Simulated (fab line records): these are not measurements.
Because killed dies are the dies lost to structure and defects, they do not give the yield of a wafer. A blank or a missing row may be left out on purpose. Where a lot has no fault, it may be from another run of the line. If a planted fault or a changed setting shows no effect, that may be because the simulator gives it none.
Chamber matching -- flow gf180mcu -- GF_STI_CMP_25 on cmp-01 has 4 sister chambers
The step polishes, stops on Si3N4, t overpolish 33 s, target thk 524.6 nm. 4 wafers are shown with their chamber, then 7 later ones without.

== WAFERS, EACH WITH ITS CHAMBER ==
wafer,chamber,motor current A (A)
L853.2,2,12.1
L854.3,0,13.8
L857.1,3,13.2
L857.5,1,11.0

== WAFERS WITH NO CHAMBER GIVEN ==
wafer,motor current A (A)
L857.6,13.4
L858.3,12.9
L858.5,13.9
L858.6,13.4
L859.2,13.1
L859.4,10.8
L859.5,11.2

== THE CHAMBER EACH PASSED THROUGH ==
wafer,from the rows above,in truth
L857.6,can't be placed: 3 or 0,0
L858.3,3,3
L858.5,0,0
L858.6,can't be placed: 3 or 0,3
L859.2,3,3
L859.4,1,1
L859.5,1,1
Correct placement for 5 of the 7. These rows do not allow placing 2 (true chamber among the candidates in 2). Wrongly placed: 0.
How it was worked out, from the rows above alone: a wafer's distance from a chamber is the root of the sum, over the readings, of the square of ((its reading less the chamber's mean) divided by the reading's scatter). If the next closest chamber is less than 2 further off than the closest, the wafer can't be placed; otherwise it belongs to the closest. A chamber's mean is the mean of its shown wafers. The scatter: with one shown wafer a chamber, the root of the mean of the squares of how far each hidden wafer lies from its nearest shown one.
